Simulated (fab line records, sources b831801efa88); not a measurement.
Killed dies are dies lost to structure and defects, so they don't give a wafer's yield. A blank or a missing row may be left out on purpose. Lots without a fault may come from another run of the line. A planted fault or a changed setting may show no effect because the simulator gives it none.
fab line records | flow gf180mcu
record lots=5 wafers=15 last_day=32
route steps=602 shown M1@316 V1@335
lots that met no fault: from a run of the same line without faults
start_h: hours from the record's first day to the start of the lot's first wafer shown | wait_h: hours since the lot's step before | " the same as in the row above | L1.1+2: a row that stands for several wafers | - no value, or no start given | * or withheld: withheld | < > ~ a bound
route shown NAME@n: a module of which the file shows steps, and the number in the route of the first | usual: mean/standard deviation of fault-free wafers | same: alike in all rows | chamber/n: place in a boat | sites: the reading at each site | _std_site: their standard deviation | _edge_site: outer sites' mean less inner sites' | radius_mm: how far each site lies from the wafer's centre | mask NAME#n: copy n | behind: the tool/chamber that last shaped the wafer | hold: why the lot was held/for how many hours/how that ended | device: the transistor (n, p or np) that didn't switch | end of line: the same wafers' tests at the end of the route | a step without rows: its recipe alone | killed: dies lost to structure and defects at the first sort, not the wafer's yield | map: a wafer's dies, x killed, . not, _ none there
set.NAME: the setting as run; set.NAME@STEP: as run at that earlier step | model.NAME: the simulator's own value behind a step, which no gauge read
lots at some steps of the route; a table a step, a row a wafer
services: from which hour (start_h, from the record's first day; less than 0 if before it) a tool's chamber was out of use, for how many hours, and why
## steps
# step GF_M1_SPUTTER_01
# recipe material=TiN target_thk_nm=30 power_w=6500 time_s=25 chamber_pressure_pa=0.4
# usual throttle_valve_pct=29.9/0.89
# same time_s=25
# columns lot.wafer tool chamber start_h wait_h throttle_valve_pct
L077.1 pvd_sputter-02 - 397.97 0.1 28.4
L077.3 " - " " 29.5
L077.6 " - " " 28.3
L080.1 pvd_sputter-01 - 421.47 0.1 31.1
L080.4 " - " " 30.2
L080.6 " - " " 29.9
L081.1 pvd_sputter-03 - 424.38 0.1 30.6
L081.2 " - " " 29.6
L081.5 " - " " 31.7
L084.1 pvd_sputter-01 - 452.66 0.1 30.2
L084.2 " - " " 30.3
L084.4 " - " " 30.8
L089.1 pvd_sputter-03 - 496.14 0.1 30.1
L089.2 " - " " 29.5
L089.4 " - " " 31.8
# step GF_M1_SPUTTER_02
# recipe material=AlCu target_thk_nm=450 power_w=10600 time_s=23.9 chamber_pressure_pa=0.4
# usual throttle_valve_pct=29.9/0.91
# same time_s=23.9
# columns lot.wafer tool chamber start_h wait_h throttle_valve_pct
L077.1 pvd_sputter-02 - 398.00 0.0 28.0
L077.3 " - " " 29.8
L077.6 " - " " 28.0
L080.1 pvd_sputter-01 - 421.50 0.0 31.0
L080.4 " - " " 30.2
L080.6 " - " " 30.1
L081.1 pvd_sputter-03 - 424.41 0.0 30.6
L081.2 " - " " 29.5
L081.5 " - " " 32.1
L084.1 pvd_sputter-01 - 452.69 0.0 30.6
L084.2 " - " " 30.3
L084.4 " - " " 30.7
L089.1 pvd_sputter-03 - 496.17 0.0 29.8
L089.2 " - " " 29.7
L089.4 " - " " 31.7
# step GF_M1_SPUTTER_03
# recipe material=Ti target_thk_nm=10 substrate_temp_c=300 chamber_pressure_pa=0.3 power_w=3000 time_s=6.7
# usual throttle_valve_pct=29.9/0.92
# same time_s=6.7
# columns lot.wafer tool chamber start_h wait_h throttle_valve_pct
L077.1 pvd_sputter-02 - 398.03 0.0 28.2
L077.3 " - " " 29.5
L077.6 " - " " 27.8
L080.1 pvd_sputter-01 - 421.53 0.0 30.9
L080.4 " - " " 30.6
L080.6 " - " " 30.4
L081.1 pvd_sputter-03 - 424.44 0.0 30.6
L081.2 " - " " 29.8
L081.5 " - " " 31.8
L084.1 pvd_sputter-01 - 452.72 0.0 30.1
L084.2 " - " " 30.5
L084.4 " - " " 30.6
L089.1 pvd_sputter-03 - 496.20 0.0 29.8
L089.2 " - " " 29.5
L089.4 " - " " 31.9
# step GF_M1_SPUTTER_04
# recipe material=TiN target_thk_nm=50 power_w=6500 time_s=41.7 chamber_pressure_pa=0.4
# usual throttle_valve_pct=29.9/0.89
# same time_s=41.7
# columns lot.wafer tool chamber start_h wait_h throttle_valve_pct
L077.1 pvd_sputter-02 - 398.05 0.0 28.1
L077.3 " - " " 29.6
L077.6 " - " " 28.2
L080.1 pvd_sputter-01 - 421.55 0.0 30.8
L080.4 " - " " 30.2
L080.6 " - " " 29.9
L081.1 pvd_sputter-03 - 424.46 0.0 30.8
L081.2 " - " " 29.8
L081.5 " - " " 31.5
L084.1 pvd_sputter-01 - 452.74 0.0 30.3
L084.2 " - " " 30.4
L084.4 " - " " 31.0
L089.1 pvd_sputter-03 - 496.22 0.0 29.9
L089.2 " - " " 29.7
L089.4 " - " " 31.8
# step GF_M1_RS_MEAS_05
# recipe thk_meas_gauge=four-point-probe reads=TiN_of_M1_SPUTTER_04+Ti_of_M1_SPUTTER_03+AlCu_of_M1_SPUTTER_02+TiN_of_M1_SPUTTER_01+Ti_of_M1_SPUTTER_00
# usual M1_ALCU_RS=0.0695/0.00068
# columns lot.wafer tool chamber start_h wait_h M1_ALCU_RS[ohm/sq]
L077.1 film_metro-01 - 398.17 0.1 0.0696
L077.3 " - " " 0.0696
L077.6 " - " " 0.0694
L080.1 film_metro-04 - 421.59 0.0 0.0684
L080.4 " - " " 0.0702
L080.6 " - " " 0.0689
L081.1 film_metro-04 - 424.50 0.0 0.0701
L081.2 " - " " 0.0701
L081.5 " - " " 0.0696
L084.1 film_metro-04 - 452.78 0.0 0.0703
L084.2 " - " " 0.0691
L084.4 " - " " 0.0692
L089.1 film_metro-04 - 496.26 0.0 0.0698
L089.2 " - " " 0.0699
L089.4 " - " " 0.0699
# step GF_M1_THK_MEAS_06
# recipe thk_meas_gauge=xrf reads=AlCu_of_M1_SPUTTER_02
# usual M1_ALCU_THK=448/5.5
# columns lot.wafer tool chamber start_h wait_h M1_ALCU_THK[nm]
L077.1 film_metro-01 - 398.29 0.1 451
L077.3 " - " " 449
L077.6 " - " " 450
L080.1 film_metro-04 - 421.71 0.1 455
L080.4 " - " " 442
L080.6 " - " " 452
L081.1 film_metro-04 - 424.62 0.1 440
L081.2 " - " " 445
L081.5 " - " " 447
L084.1 film_metro-04 - 452.90 0.1 440
L084.2 " - " " 445
L084.4 " - " " 447
L089.1 film_metro-04 - 496.38 0.1 447
L089.2 " - " " 442
L089.4 " - " " 446
# step GF_M1_DEHYDRATE_07
# recipe temp_c=200 time_s=60
# same time_s=60
# columns lot.wafer tool chamber start_h wait_h
L077.1+3+6 litho_track-01 0 409.26 11.0
L080.1+4+6 litho_track-04 0 432.68 11.0
L081.1+2+5 litho_track-02 0 436.38 11.8
L084.1+2+4 litho_track-01 0 463.56 10.7
L089.1+2+4 litho_track-04 0 507.83 11.4
# step GF_M1_HMDS_08
# recipe prime_time_s=60 prime_temp_c=120
# columns lot.wafer tool chamber start_h wait_h
L077.1+3+6 litho_track-01 0 409.41 0.1
L080.1+4+6 litho_track-04 0 432.83 0.1
L081.1+2+5 litho_track-02 0 436.53 0.1
L084.1+2+4 litho_track-01 0 463.71 0.1
L089.1+2+4 litho_track-04 0 507.98 0.1
# step GF_M1_COAT_09
# recipe resist=KrF spin_rpm=withheld resist_thk_nm=1000
# columns lot.wafer tool chamber start_h wait_h
L077.1+3+6 litho_track-01 0 409.56 0.1
L080.1+4+6 litho_track-04 0 432.98 0.1
L081.1+2+5 litho_track-02 0 436.68 0.1
L084.1+2+4 litho_track-01 0 463.86 0.1
L089.1+2+4 litho_track-04 0 508.13 0.1
# step GF_M1_SOFTBAKE_10
# recipe temp_c=129 time_s=60 resist=KrF
# same time_s=60
# columns lot.wafer tool chamber start_h wait_h
L077.1+3+6 litho_track-01 0 409.71 0.1
L080.1+4+6 litho_track-04 0 433.13 0.1
L081.1+2+5 litho_track-02 0 436.83 0.1
L084.1+2+4 litho_track-01 0 464.01 0.1
L089.1+2+4 litho_track-04 0 508.28 0.1
# step GF_M1_EXPOSE_11
# recipe mask_id=Metal1 target_cd_nm=230 na=0.68 source_shape=conventional sigma_outer=0.6 dose_mj=28
# columns lot.wafer tool chamber start_h wait_h mask
L077.1+3+6 krf_scanner-01 0 - - Metal1#0
L080.1+4+6 krf_scanner-01 0 - - Metal1#0
L081.1+2+5 krf_scanner-02 0 - - Metal1#0
L084.1+2+4 krf_scanner-02 0 - - Metal1#0
L089.1+2+4 krf_scanner-01 0 - - Metal1#0
# step GF_M1_PEB_12
# recipe peb_temp_c=135 peb_time_s=90 resist=KrF
# columns lot.wafer tool chamber start_h wait_h
L077.1+3+6 litho_track-02 0 - -
L080.1+4+6 litho_track-02 0 - -
L081.1+2+5 litho_track-01 0 - -
L084.1+2+4 litho_track-04 0 - -
L089.1+2+4 litho_track-04 0 - -
# step GF_M1_DEVELOP_13
# recipe develop_time_s=60 dev_temp_c=21
# columns lot.wafer tool chamber start_h wait_h
L077.1+3+6 litho_track-02 0 421.43 0.2
L080.1+4+6 litho_track-02 0 445.23 0.2
L081.1+2+5 litho_track-01 0 449.51 0.2
L084.1+2+4 litho_track-04 0 476.23 0.2
L089.1+2+4 litho_track-04 0 519.33 0.2
# step GF_M1_CD_MEAS_14
# recipe target_cd_nm=230
# usual cd_nm=230.1/1.2
# columns lot.wafer tool chamber start_h wait_h cd_nm
L077.1 cd_sem-01 - 421.58 0.1 230.4
L077.3 " - " " 229.2
L077.6 " - " " 231.2
L080.1 cd_sem-01 - 445.38 0.1 229.1
L080.4 " - " " 229.0
L080.6 " - " " 228.9
L081.1 cd_sem-01 - 449.66 0.1 230.2
L081.2 " - " " 229.7
L081.5 " - " " 231.1
L084.1 cd_sem-01 - 476.38 0.1 229.4
L084.2 " - " " 230.4
L084.4 " - " " 230.3
L089.1 cd_sem-02 - 519.48 0.1 228.6
L089.2 " - " " 230.7
L089.4 " - " " 230.2
# step GF_M1_OVL_MEAS_15
# usual M1_OVL=-2/6
# columns lot.wafer tool chamber start_h wait_h M1_OVL[nm]
L077.1 overlay-02 - 421.70 0.1 -9
L077.3 " - " " -2
L077.6 " - " " -9
L080.1 overlay-01 - 445.50 0.1 -3
L080.4 " - " " 0
L080.6 " - " " -4
L081.1 overlay-02 - 449.78 0.1 -10
L081.2 " - " " -3
L081.5 " - " " -1
L084.1 overlay-01 - 476.50 0.1 9
L084.2 " - " " 6
L084.4 " - " " 2
L089.1 overlay-02 - 519.60 0.1 -9
L089.2 " - " " -13
L089.4 " - " " -5
# step GF_M1_METAL_ETCH_16
# recipe chemistry=Cl2/BCl3 mask_material=KrF target_depth_nm=750.8 stop_on=SiO2 pressure_mtorr=8 icp_w=800 bias_w=140 Cl2_flow_sccm=80 bcl3_flow_sccm=40 time_s=125.1
# usual drypump_motor_current_A=5.3/0.45 oes_product_au=0.990/0.0073 throttle_valve_pct=28.230/0.012
# same time_s=125.1
# columns lot.wafer tool chamber start_h wait_h drypump_motor_current_A oes_product_au rf_hours_counter_h throttle_valve_pct
L077.1 rie_metal-01 1 421.74 0.0 5.9 0.995 7 28.212
L077.3 " 1 " " 5.9 0.996 - 28.212
L077.6 " 1 " " 5.9 0.991 - 28.217
L080.1 rie_metal-02 0 445.53 0.0 5.1 0.983 8 28.231
L080.4 " 1 " " 4.8 0.999 - 28.232
L080.6 " 0 " " 5.1 0.989 - 28.253
L081.1 rie_metal-01 0 449.82 0.0 5.0 0.994 12 28.233
L081.2 " 1 " " 5.9 1.003 8 28.232
L081.5 " 1 " " 5.9 0.994 - 28.208
L084.1 rie_metal-01 1 476.54 0.0 5.9 0.994 8 28.243
L084.2 " 1 " " 5.8 0.992 - 28.235
L084.4 " 1 " " 5.9 0.984 - 28.229
L089.1 rie_metal-01 0 519.64 0.0 5.0 0.989 1 28.235
L089.2 " 1 " " 5.9 0.995 10 28.226
L089.4 " 1 " " 5.9 0.992 - 28.222
# step GF_M1_STRIP_17
# recipe chemistry=O2/N2 power_w=1400 pressure_mtorr=1500 platen_temp_c=250 o2_flow_sccm=3000 n2_flow_sccm=300 overash_fraction=0.5
# usual drypump_motor_current_A=5.4/0.5 heater_power_w=343/37 oes_product_au=0.538/0.0049 platen_temp_c=250.01/0.17 strip_time_to_endpoint_s=7.40/0.057
# columns lot.wafer tool chamber start_h wait_h drypump_motor_current_A heater_power_w oes_product_au platen_temp_c rf_hours_counter_h strip_time_to_endpoint_s
L077.1 plasma_asher-03 1 421.86 0.1 5.8 290 0.527 250.00 60 7.37
L077.3 " 0 " " 5.0 354 0.534 250.01 - 7.35
L077.6 " 1 " " 5.8 291 0.539 249.92 - 7.35
L080.1 plasma_asher-03 1 445.66 0.1 5.8 296 0.544 250.09 63 7.49
L080.4 " 0 " " 5.0 353 0.534 250.05 - 7.33
L080.6 " 1 " " 5.9 296 0.540 250.03 - 7.43
L081.1 plasma_asher-03 0 449.95 0.1 5.0 348 0.534 249.66 64 7.35
L081.2 " 1 " " 5.9 299 0.537 250.17 64 7.37
L081.5 " 1 " " 5.8 288 0.536 249.94 - 7.34
L084.1 plasma_asher-01 0 476.80 0.2 5.9 371 0.538 249.95 5 7.39
L084.2 " 1 " " 4.9 333 0.534 249.85 5 7.39
L084.4 " 0 " " 6.0 370 0.532 250.22 - 7.39
L089.1 plasma_asher-04 0 519.77 0.1 4.6 311 0.541 250.02 93 7.34
L089.2 " 1 " " 5.7 427 0.539 249.85 93 7.37
L089.4 " 0 " " 4.6 318 0.536 249.79 - 7.37
# step GF_M1_STRIP_18
# recipe chemistry=post_etch_residue_remover time_s=1200 temp_c=72.5
# same time_s=1200
# columns lot.wafer tool chamber start_h wait_h
L077.1+3+6 wet_bench-03 1 421.96 0.1
L080.1+4+6 wet_bench-03 3 445.76 0.1
L081.1+2+5 wet_bench-04 0 450.05 0.1
L084.1+2+4 wet_bench-02 3 476.90 0.1
L089.1+2+4 wet_bench-02 1 519.87 0.1
# step GF_M1_CLEAN_19
# recipe chemistry=DIW dry=n2_spin
# columns lot.wafer tool chamber start_h wait_h
L077.1+3+6 wet_bench-02 3 422.34 0.0
L080.1+4+6 wet_bench-02 1 446.11 0.0
L081.1+2+5 wet_bench-02 1 450.73 0.0
L084.1+2+4 wet_bench-03 3 477.24 0.0
L089.1+2+4 wet_bench-04 3 520.21 0.0
# step GF_V1_CVD_00
# recipe material=SiO2 target_thk_nm=600 sigma_open_frac=0.3 temp_c=400 time_s=102.9 sih4_flow_sccm=60 pressure_mtorr=6
# same time_s=102.9
# columns lot.wafer tool chamber start_h wait_h
L077.1+3+6 hdpcvd-02 1,2,1 422.43 0.0
L080.1+4+6 hdpcvd-01 0,1,0 446.21 0.0
L081.1+2+5 hdpcvd-02 1,0,2 450.82 0.0
L084.1+2+4 hdpcvd-02 0,2,2 477.33 0.0
L089.1+2+4 hdpcvd-01 2,1,1 520.30 0.0
# step GF_V1_THK_MEAS_01
# recipe reads=SiO2_of_V1_CVD_00
# usual V1_CVD_00_THK=614/5.9
# columns lot.wafer tool chamber start_h wait_h V1_CVD_00_THK[nm]
L077.1 film_metro-03 - 422.50 0.0 620
L077.3 " - " " 615
L077.6 " - " " 614
L080.1 film_metro-02 - 446.28 0.0 612
L080.4 " - " " 607
L080.6 " - " " 614
L081.1 film_metro-02 - 450.89 0.0 611
L081.2 " - " " 617
L081.5 " - " " 610
L084.1 film_metro-01 - 477.40 0.0 618
L084.2 " - " " 610
L084.4 " - " " 612
L089.1 film_metro-03 - 520.37 0.0 612
L089.2 " - " " 612
L089.4 " - " " 611
# step GF_V1_CVD_02
# recipe material=SiO2 target_thk_nm=850 precursor=TEOS temp_c=400 time_s=94.851 rf_w=600
# usual heater_power_w=666/97
# same time_s=94.851
# columns lot.wafer tool chamber start_h wait_h heater_power_w
L077.1 pecvd-03 1 422.56 0.1 706
L077.3 " 2 " " 630
L077.6 " 2 " " 662
L080.1 pecvd-03 1 446.34 0.1 691
L080.4 " 2 " " 686
L080.6 " 0 " " 552
L081.1 pecvd-01 1 450.95 0.1 612
L081.2 " 2 " " 596
L081.5 " 2 " " 634
L084.1 pecvd-01 0 477.46 0.1 624
L084.2 " 2 " " 568
L084.4 " 0 " " 674
L089.1 pecvd-03 2 520.43 0.1 632
L089.2 " 1 " " 715
L089.4 " 1 " " 742
# step GF_V1_THK_MEAS_03
# recipe reads=SiO2_of_V1_CVD_02
# usual V1_CVD_02_THK=853/12
# columns lot.wafer tool chamber start_h wait_h V1_CVD_02_THK[nm]
L077.1 film_metro-02 - 422.63 0.0 862
L077.3 " - " " 853
L077.6 " - " " 855
L080.1 film_metro-03 - 446.41 0.0 856
L080.4 " - " " 859
L080.6 " - " " 871
L081.1 film_metro-01 - 451.02 0.0 841
L081.2 " - " " 830
L081.5 " - " " 857
L084.1 film_metro-02 - 477.53 0.0 863
L084.2 " - " " 848
L084.4 " - " " 874
L089.1 film_metro-01 - 520.50 0.0 824
L089.2 " - " " 844
L089.4 " - " " 864
# step GF_V1_CMP_04
# recipe material=SiO2 down_force_psi=4 platen_rpm=60 pad_velocity_m_s=0.94248
# usual motor_current_A=11.7/1.2 time_to_endpoint_s=80/6.6
# columns lot.wafer tool chamber start_h wait_h motor_current_A time_to_endpoint_s
L077.3 cmp-02 2 422.74 0.1 10.8 84
L077.1 " 3 " " 9.4 82
L077.6 " 2 " " 11.3 85
L080.4 cmp-02 3 446.52 0.1 9.5 79
L080.1 " 0 " " 11.5 85
L080.6 " 3 " " 9.8 84
L081.1 cmp-01 0 451.08 0.1 12.4 74
L081.2 " 1 " " 11.9 72
L081.5 " 0 " " 12.7 79
L084.1 cmp-02 2 477.64 0.1 11.3 89
L084.2 " 3 " " 9.9 74
L084.4 " 0 " " 12.0 87
L089.4 cmp-02 1 520.56 0.0 11.3 87
L089.1 " 2 " " 11.2 71
L089.2 " 3 " " 10.4 69
# step GF_V1_BOW_MEAS_05
# recipe mode=bow
# usual V1_BOW=82/8.7
# columns lot.wafer tool chamber start_h wait_h V1_BOW[um]
L077.1 film_metro-03 - 422.99 0.1 84
L077.3 " - " " 73
L077.6 " - " " 78
L080.1 film_metro-01 - 446.77 0.1 83
L080.4 " - " " 77
L080.6 " - " " 79
L081.1 film_metro-03 - 451.38 0.2 77
L081.2 " - " " 84
L081.5 " - " " 90
L084.1 film_metro-03 - 477.89 0.2 96
L084.2 " - " " 89
L084.4 " - " " 90
L089.1 film_metro-03 - 520.86 0.2 77
L089.2 " - " " 78
L089.4 " - " " 70
# step GF_V1_DEHYDRATE_06
# recipe temp_c=200 time_s=60
# same time_s=60
# columns lot.wafer tool chamber start_h wait_h
L077.1+3+6 litho_track-01 0 433.91 10.9
L080.1+4+6 litho_track-03 0 458.52 11.7
L081.1+2+5 litho_track-03 0 462.27 10.9
L084.1+2+4 litho_track-02 0 488.73 10.8
L089.1+2+4 litho_track-01 0 531.76 10.9
# step GF_V1_HMDS_07
# recipe prime_time_s=60 prime_temp_c=120
# columns lot.wafer tool chamber start_h wait_h
L077.1+3+6 litho_track-01 0 434.06 0.1
L080.1+4+6 litho_track-03 0 458.67 0.1
L081.1+2+5 litho_track-03 0 462.42 0.1
L084.1+2+4 litho_track-02 0 488.88 0.1
L089.1+2+4 litho_track-01 0 531.91 0.1
# step GF_V1_COAT_08
# recipe resist=BARC temp_c=withheld time_s=withheld spin_rpm=withheld resist_thk_nm=withheld
# columns lot.wafer tool chamber start_h wait_h
L077.1+3+6 litho_track-01 0 434.21 0.1
L080.1+4+6 litho_track-03 0 458.82 0.1
L081.1+2+5 litho_track-03 0 462.57 0.1
L084.1+2+4 litho_track-02 0 489.03 0.1
L089.1+2+4 litho_track-01 0 532.06 0.1
# step GF_V1_COAT_09
# recipe resist=KrF spin_rpm=withheld resist_thk_nm=1000
# columns lot.wafer tool chamber start_h wait_h
L077.1+3+6 litho_track-01 0 - -
L080.1+4+6 litho_track-03 0 - -
L081.1+2+5 litho_track-03 0 - -
L084.1+2+4 litho_track-02 0 - -
L089.1+2+4 litho_track-01 0 - -
# step GF_V1_SOFTBAKE_10
# recipe temp_c=130 time_s=60 resist=KrF
# same time_s=60
# columns lot.wafer tool chamber start_h wait_h
L077.1+3+6 litho_track-01 0 - -
L080.1+4+6 litho_track-03 0 - -
L081.1+2+5 litho_track-03 0 - -
L084.1+2+4 litho_track-02 0 - -
L089.1+2+4 litho_track-01 0 - -
# step GF_V1_EXPOSE_11
# recipe mask_id=Via1 target_cd_nm=260 na=0.68 source_shape=conventional sigma_outer=0.6 dose_mj=38
# columns lot.wafer tool chamber start_h wait_h mask
L077.1+3+6 krf_scanner-01 0 - - Via1#0
L080.1+4+6 krf_scanner-01 0 - - Via1#0
L081.1+2+5 krf_scanner-02 0 - - Via1#0
L084.1+2+4 krf_scanner-02 0 - - Via1#0
L089.1+2+4 krf_scanner-02 0 - - Via1#0
# step GF_V1_PEB_12
# recipe peb_temp_c=135 peb_time_s=90 resist=KrF
# columns lot.wafer tool chamber start_h wait_h
L077.1+3+6 litho_track-03 0 - -
L080.1+4+6 litho_track-03 0 - -
L081.1+2+5 litho_track-03 0 - -
L084.1+2+4 litho_track-02 0 - -
L089.1+2+4 litho_track-02 0 - -
# step GF_V1_DEVELOP_13
# recipe develop_time_s=60 resist=KrF dev_temp_c=21
# columns lot.wafer tool chamber start_h wait_h
L077.1+3+6 litho_track-03 0 446.37 0.2
L080.1+4+6 litho_track-03 0 470.42 0.2
L081.1+2+5 litho_track-03 0 474.77 0.2
L084.1+2+4 litho_track-02 0 500.78 0.2
L089.1+2+4 litho_track-02 0 543.18 0.2
# step GF_V1_CD_MEAS_14
# recipe target_cd_nm=260
# usual cd_nm=259.6/1.3
# columns lot.wafer tool chamber start_h wait_h cd_nm
L077.1 cd_sem-02 - 446.52 0.1 260.0
L077.3 " - " " 260.4
L077.6 " - " " 260.3
L080.1 cd_sem-02 - 470.57 0.1 258.8
L080.4 " - " " 258.8
L080.6 " - " " 259.2
L081.1 cd_sem-02 - 474.92 0.1 259.3
L081.2 " - " " 258.7
L081.5 " - " " 260.0
L084.1 cd_sem-02 - 500.93 0.1 260.7
L084.2 " - " " 259.8
L084.4 " - " " 261.3
L089.1 cd_sem-01 - 543.33 0.1 260.2
L089.2 " - " " 260.9
L089.4 " - " " 260.2
# step GF_V1_OVL_MEAS_15
# usual V1_OVL=1/5.4
# columns lot.wafer tool chamber start_h wait_h V1_OVL[nm]
L077.1 overlay-02 - 446.64 0.1 -13
L077.3 " - " " -1
L077.6 " - " " -2
L080.1 overlay-02 - 470.69 0.1 -2
L080.4 " - " " -3
L080.6 " - " " -2
L081.1 overlay-02 - 475.04 0.1 -3
L081.2 " - " " -1
L081.5 " - " " -5
L084.1 overlay-02 - 501.05 0.1 5
L084.2 " - " " 4
L084.4 " - " " 9
L089.1 overlay-02 - 543.45 0.1 8
L089.2 " - " " 7
L089.4 " - " " 8
# step GF_V1_ETCH_16
# recipe chemistry=N2/H2 target_depth_a=withheld overetch_a=withheld time_s=withheld target=BARC ion_energy_ev=200 source_w=500 bias_w=100 pressure_mtorr=30 n2_flow_sccm=100 h2_flow_sccm=200
# usual drypump_motor_current_A=5.7/0.36 oes_product_au=0.855/0.0046 throttle_valve_pct=13.225/0.0088
# columns lot.wafer tool chamber start_h wait_h drypump_motor_current_A oes_product_au throttle_valve_pct
L077.1 rie_diel-04 1 446.67 0.0 6.0 0.854 13.225
L077.3 " 2 " " 5.9 0.855 13.234
L077.6 " 0 " " 5.8 0.858 13.197
L080.1 rie_diel-04 3 470.72 0.0 5.5 0.852 13.230
L080.4 " 3 " " 5.5 0.851 13.228
L080.6 " 1 " " 6.0 0.857 13.238
L081.1 rie_diel-02 0 475.07 0.0 5.3 0.855 13.225
L081.2 " 2 " " 5.8 0.848 13.228
L081.5 " 3 " " 5.8 0.856 13.234
L084.1 rie_diel-02 3 501.08 0.0 5.8 0.851 13.224
L084.2 " 2 " " 5.8 0.858 13.226
L084.4 " 0 " " 5.3 0.861 13.233
L089.1 rie_diel-04 0 543.48 0.0 5.8 0.855 13.219
L089.2 " 3 " " 5.5 0.853 13.227
L089.4 " 3 " " 5.5 0.859 13.241
# step GF_V1_ETCH_17
# recipe chemistry=C4F8/O2/Ar mask_material=KrF target=SiO2 stop_on=TiN source_w=1500 bias_w=1200 pressure_mtorr=40 c4f8_flow_sccm=withheld O2_flow_sccm=6 Ar_flow_sccm=300 time_s=withheld target_depth_a=6300
# usual oes_product_au=0.856/0.0047
# columns lot.wafer tool chamber start_h wait_h oes_product_au
L077.1 rie_diel-04 1 - - 0.852
L077.3 " 2 " " 0.854
L077.6 " 0 " " 0.861
L080.1 rie_diel-04 3 - - 0.863
L080.4 " 3 " " 0.853
L080.6 " 1 " " 0.846
L081.1 rie_diel-02 0 - - 0.855
L081.2 " 2 " " 0.854
L081.5 " 3 " " 0.853
L084.1 rie_diel-02 3 - - 0.860
L084.2 " 2 " " 0.858
L084.4 " 0 " " 0.862
L089.1 rie_diel-04 0 - - 0.855
L089.2 " 3 " " 0.858
L089.4 " 3 " " 0.863
# step GF_V1_STRIP_18
# recipe chemistry=O2/N2 power_w=1400 pressure_mtorr=1500 platen_temp_c=250 o2_flow_sccm=3000 n2_flow_sccm=300 overash_fraction=0.5
# usual drypump_motor_current_A=5.6/0.59 heater_power_w=338/39 oes_product_au=0.592/0.0043 platen_temp_c=250.01/0.17
# columns lot.wafer tool chamber start_h wait_h drypump_motor_current_A heater_power_w oes_product_au platen_temp_c rf_hours_counter_h
L077.1 plasma_asher-02 1 446.80 - 5.9 330 0.593 249.85 30
L077.3 " 0 " " 6.3 323 0.590 249.84 -
L077.6 " 1 " " 5.9 322 0.590 250.05 -
L080.1 plasma_asher-02 1 470.85 - 5.9 328 0.588 250.28 32
L080.4 " 1 " " 5.9 322 0.587 249.87 -
L080.6 " 0 " " 6.3 332 0.595 249.93 -
L081.1 plasma_asher-03 0 475.20 - 5.0 348 0.587 249.78 66
L081.2 " 1 " " 5.8 287 0.591 249.94 66
L081.5 " 0 " " 5.0 348 0.592 249.83 -
L084.1 plasma_asher-04 1 501.21 - 5.7 411 0.590 250.12 91
L084.2 " 0 " " 4.6 314 0.597 249.69 91
L084.4 " 0 " " 4.6 310 0.591 250.05 -
L089.1 plasma_asher-03 1 543.61 - 5.8 291 0.595 249.66 74
L089.2 " 0 " " 5.0 350 0.583 249.90 74
L089.4 " 0 " " 5.0 346 0.589 249.98 -
# step GF_V1_STRIP_19
# recipe chemistry=post_etch_residue_remover time_s=1200 temp_c=72.5
# same time_s=1200
# columns lot.wafer tool chamber start_h wait_h
L077.1+3+6 wet_bench-03 2 446.90 0.1
L080.1+4+6 wet_bench-04 2 470.95 0.1
L081.1+2+5 wet_bench-04 0 475.30 0.1
L084.1+2+4 wet_bench-03 0 501.31 0.1
L089.1+2+4 wet_bench-01 0 543.71 0.1
# step GF_V1_CLEAN_20
# recipe chemistry=DIW dry=n2_spin
# columns lot.wafer tool chamber start_h wait_h
L077.1+3+6 wet_bench-04 3 447.24 0.0
L080.1+4+6 wet_bench-01 1 471.29 0.0
L081.1+2+5 wet_bench-01 3 475.67 0.0
L084.1+2+4 wet_bench-01 3 501.65 0.0
L089.1+2+4 wet_bench-03 2 544.09 0.0
# step GF_V1_SPUTTER_21
# recipe material=Ti target_thk_nm=15 chamber_pressure_pa=5 power_w=2500 substrate_temp_c=200 time_s=80.02
# usual throttle_valve_pct=30.5/0.99
# same time_s=80.02
# columns lot.wafer tool chamber start_h wait_h throttle_valve_pct
L077.1 pvd_sputter-03 - 447.43 0.0 30.6
L077.3 " - " " 29.6
L077.6 " - " " 29.6
L080.1 pvd_sputter-03 - 471.39 0.0 29.9
L080.4 " - " " 29.4
L080.6 " - " " 31.6
L081.1 pvd_sputter-04 - 475.77 0.0 29.2
L081.2 " - " " 31.2
L081.5 " - " " 32.0
L084.1 pvd_sputter-03 - 501.75 0.0 29.8
L084.2 " - " " 29.3
L084.4 " - " " 30.6
L089.1 pvd_sputter-04 - 544.19 0.0 31.3
L089.2 " - " " 31.8
L089.4 " - " " 29.1
# step GF_V1_SPUTTER_22
# recipe material=TiN target_thk_nm=10 chamber_pressure_pa=5 power_w=4000 time_s=40
# usual throttle_valve_pct=30.5/0.99
# same time_s=40
# columns lot.wafer tool chamber start_h wait_h throttle_valve_pct
L077.1 pvd_sputter-03 - 447.49 0.0 30.9
L077.3 " - " " 29.4
L077.6 " - " " 29.8
L080.1 pvd_sputter-03 - 471.45 0.0 29.7
L080.4 " - " " 29.6
L080.6 " - " " 31.7
L081.1 pvd_sputter-04 - 475.84 0.0 29.3
L081.2 " - " " 31.5
L081.5 " - " " 32.1
L084.1 pvd_sputter-03 - 501.81 0.0 29.5
L084.2 " - " " 29.8
L084.4 " - " " 30.8
L089.1 pvd_sputter-04 - 544.26 0.0 31.4
L089.2 " - " " 32.0
L089.4 " - " " 29.1
## services
# columns tool chamber start_h hours kind
krf_scanner-02 - 376.65 2.6 repair
krf_scanner-01 - 379.23 4.4 pm
pvd_sputter-03 - 389.09 3.5 repair
pvd_sputter-04 - 403.45 2.7 repair
rie_metal-01 - 407.38 8.3 repair
krf_scanner-01 - 408.27 0.8 pm
krf_scanner-01 - 412.30 1.3 pm
krf_scanner-02 - 416.53 0.8 pm
krf_scanner-02 - 417.77 1.0 pm
pvd_sputter-03 - 421.16 0.5 repair
pvd_sputter-03 - 425.90 5.0 repair
krf_scanner-01 - 441.93 3.8 repair
krf_scanner-02 - 452.12 1.0 repair
krf_scanner-01 - 453.14 1.0 pm
krf_scanner-01 - 466.53 1.1 repair
rie_diel-04 2 467.02 3.8 repair
wet_bench-02 - 468.18 1.9 pm
krf_scanner-01 - 482.13 3.6 repair
krf_scanner-02 - 495.11 1.3 pm
wet_bench-03 - 504.83 1.1 repair
rie_diel-04 3 515.18 3.4 repair
rie_diel-04 - 522.27 2.8 pm
rie_diel-04 1 530.63 3.7 repair
rie_diel-04 1 540.16 7.1 repair
## key
fault none
